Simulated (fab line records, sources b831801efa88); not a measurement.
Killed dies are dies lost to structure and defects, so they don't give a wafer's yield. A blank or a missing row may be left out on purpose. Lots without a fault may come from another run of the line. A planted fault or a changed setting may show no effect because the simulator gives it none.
Which tool did it? | flow sky130 | 11 lots, 33 wafers sampled, at 4 steps of a route of 708

WHAT THE GAUGES READ, wafer by wafer
The record holds no reading of a measuring or inspecting step that can be judged against a usual standard deviation.

WHICH TOOL RAN EACH LOT (tool, then ch and the chambers of the sampled wafers, then the start)
lot  | SKY_METAL4_SPUTTER_03        | SKY_CAP2M_CVD_00              | SKY_METAL4_METAL_ETCH_18          | SKY_VIA4_SPUTTER_17
L990 | pvd_sputter-04, day 41 10:19 | pecvd-02 ch 1,2, day 41 10:23 | rie_metal-04 ch 0,1, day 43 10:29 | pvd_sputter-01, day 44 10:44
L988 | pvd_sputter-01, day 41 12:25 | pecvd-04 ch 0,1, day 41 12:29 | rie_metal-01 ch 0,1, day 43 13:17 | pvd_sputter-03, day 44 13:07
L993 | pvd_sputter-01, day 41 13:02 | pecvd-04 ch 0,2, day 41 13:06 | rie_metal-03 ch 0,1, day 43 13:41 | pvd_sputter-03, day 44 14:04
L994 | pvd_sputter-01, day 41 13:23 | pecvd-02 ch 1,2, day 41 13:28 | rie_metal-04 ch 0, day 43 14:20   | pvd_sputter-01, day 44 14:37
L996 | pvd_sputter-04, day 42 10:47 | pecvd-04 ch 0,2, day 42 10:50 | rie_metal-04 ch 0,1, day 44 09:56 | pvd_sputter-02, day 45 09:19
L103 | pvd_sputter-03, day 44 07:53 | pecvd-02 ch 0,2, day 44 07:58 | rie_metal-03 ch 0,1, day 46 04:50 | pvd_sputter-03, day 47 03:19
L102 | pvd_sputter-03, day 44 11:51 | pecvd-04 ch 0,1, day 44 11:55 | rie_metal-03 ch 0,1, day 46 09:17 | pvd_sputter-01, day 47 07:55
L105 | pvd_sputter-01, day 44 13:09 | pecvd-02 ch 0,2, day 44 13:13 | rie_metal-03 ch 0,1, day 46 09:38 | pvd_sputter-03, day 47 08:55
L107 | pvd_sputter-01, day 45 08:09 | pecvd-01 ch 0,1, day 45 08:17 | rie_metal-01 ch 1, day 47 03:08   | pvd_sputter-03, day 48 00:59
L111 | pvd_sputter-03, day 45 18:35 | pecvd-01 ch 0,2, day 45 18:38 | rie_metal-03 ch 0, day 47 14:38   | pvd_sputter-02, day 48 12:11
L108 | pvd_sputter-04, day 45 18:42 | pecvd-02 ch 0,2, day 45 18:46 | rie_metal-04 ch 0,1, day 47 14:59 | pvd_sputter-01, day 48 12:17
- SKY_METAL4_SPUTTER_03: material Ti, target thk 5 nm, time 3.3 s.
- SKY_CAP2M_CVD_00: deposits SiO2, target thk 15.5 nm.
- SKY_METAL4_METAL_ETCH_18: etches the open film in Cl2/BCl3, stops on SiO2, target depth 845 nm, time 183.1 s.
- SKY_VIA4_SPUTTER_17: material TiN, target thk 20 nm, time 80 s.

WHAT THE TOOLS THEMSELVES READ (means of the sampled wafers that have a number; where no wafer has one, the mark that the record gives instead)
SKY_METAL4_SPUTTER_03.
lot  | tool           | cathode_dc_power_W (W) | chamber_pressure_pa (Pa) | throttle_valve_pct (%)
L990 | pvd_sputter-04 | 3000.6                 | 0.4002                   | 30.3
L988 | pvd_sputter-01 | 2999.7                 | 0.4005                   | 29.3
L993 | pvd_sputter-01 | 2999.8                 | 0.4001                   | 28.9
L994 | pvd_sputter-01 | 2999.7                 | 0.3991                   | 29.6
L996 | pvd_sputter-04 | 3000.0                 | 0.4005                   | 29.2
L103 | pvd_sputter-03 | 2999.5                 | 0.4003                   | 30.9
L102 | pvd_sputter-03 | 2999.4                 | 0.4000                   | 30.8
L105 | pvd_sputter-01 | 3000.1                 | 0.3991                   | 29.7
L107 | pvd_sputter-01 | 3000.2                 | 0.4003                   | 29.1
L111 | pvd_sputter-03 | 3000.3                 | 0.4006                   | 29.0
L108 | pvd_sputter-04 | 2999.6                 | 0.3997                   | 29.9

SKY_CAP2M_CVD_00.
lot  | tool     | heater_power_w (W) | rf_fwd_power_W (W)
L990 | pecvd-02 | 664                | 442.4
L988 | pecvd-04 | 795                | 441.3
L993 | pecvd-04 | 744                | 440.6
L994 | pecvd-02 | 676                | 441.9
L996 | pecvd-04 | 723                | 441.4
L103 | pecvd-02 | 749                | 442.8
L102 | pecvd-04 | 800                | 442.7
L105 | pecvd-02 | 707                | 442.5
L107 | pecvd-01 | 787                | 441.6
L111 | pecvd-01 | 722                | 444.5
L108 | pecvd-02 | 748                | 442.3

SKY_METAL4_METAL_ETCH_18.
lot  | tool         | drypump_motor_current_A (A) | oes_product_au (a.u.) | rf_fwd_power_W (W) | throttle_valve_pct (%)
L990 | rie_metal-04 | 5.7                         | 0.868                 | 893.1              | 22.265
L988 | rie_metal-01 | 6.2                         | 0.858                 | 897.4              | 22.265
L993 | rie_metal-03 | 5.8                         | 0.865                 | 893.1              | 22.253
L994 | rie_metal-04 | 5.3                         | 0.863                 | 893.4              | 22.262
L996 | rie_metal-04 | 6.0                         | 0.866                 | 896.8              | 22.271
L103 | rie_metal-03 | 5.7                         | 0.870                 | 893.8              | 22.267
L102 | rie_metal-03 | 5.8                         | 0.864                 | 897.6              | 22.272
L105 | rie_metal-03 | 5.8                         | 0.859                 | 896.7              | 22.261
L107 | rie_metal-01 | 6.0                         | 0.864                 | 897.0              | 22.257
L111 | rie_metal-03 | 5.5                         | 0.869                 | 894.4              | 22.267
L108 | rie_metal-04 | 5.7                         | 0.862                 | 895.7              | 22.270

SKY_VIA4_SPUTTER_17.
lot  | tool           | cathode_dc_power_W (W) | chamber_pressure_pa (Pa) | throttle_valve_pct (%)
L990 | pvd_sputter-01 | 4000.2                 | 4.997                    | 29.4
L988 | pvd_sputter-03 | 4000.3                 | 4.988                    | 30.4
L993 | pvd_sputter-03 | 3999.3                 | 5.009                    | 29.4
L994 | pvd_sputter-01 | 4000.3                 | 5.010                    | 28.8
L996 | pvd_sputter-02 | 4000.5                 | 4.994                    | 30.0
L103 | pvd_sputter-03 | 3540.7                 | 4.987                    | 29.2
L102 | pvd_sputter-01 | 4000.4                 | 5.008                    | 28.9
L105 | pvd_sputter-03 | 3540.6                 | 4.990                    | 28.8
L107 | pvd_sputter-03 | 3540.5                 | 4.991                    | 29.7
L111 | pvd_sputter-02 | 3999.7                 | 4.998                    | 29.4
L108 | pvd_sputter-01 | 4000.4                 | 5.003                    | 29.2

THE ANSWER, worked out from the rows above alone
Rule: what is usual is taken from the lots themselves. Put in order of their means at a reading, lots are off if they are a third of the lots or fewer, leave a main group of 4 or more, and stand apart from it by a gap of 3 or more times the standard deviation of the main group's means; of several such gaps the widest counts. A main group whose means are all the same, to the digits that the tables above print for the reading, isn't used. A lot without any number at a reading at which 4 lots or more have one is off too. The other lots that the step has rows for count as sound. The gauges are gone through in route order, then the tools' own readings, and for those a lot's mean is taken as printed above. The first step at which some lot is off is used, and at that step the reading that is off furthest; a lot without a number counts as furthest.
Off: L103, L105, L107, at SKY_VIA4_SPUTTER_17 (cathode_dc_power_W). The main group: mean 4000.1 W, standard deviation 0.39.
A tool fits if, at that step or a process step before it, it ran every lot that is off, and no sound lot after the first of them. One fits: pvd_sputter-03 at SKY_VIA4_SPUTTER_17. Its last sound lot is L993 (day 44 14:04), its first lot that is off L103 (day 47 03:19): a fault that began between those two fits.
The tool's own readings at SKY_VIA4_SPUTTER_17 bear it out: on the lots that are off they differ by more than 5 times the standard deviation of the sound lots' means. cathode_dc_power_W reads 3540.6 W there against 4000.1 W on the sound lots.

WHAT THE SIMULATOR HAD PUT IN
Process parameter drift: pvd_sputter-03, from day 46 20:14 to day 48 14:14, at SKY_VIA4_SPUTTER_17. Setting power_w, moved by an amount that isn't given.
Lots struck among those shown: L103, L105, L107. The rule above found the same.
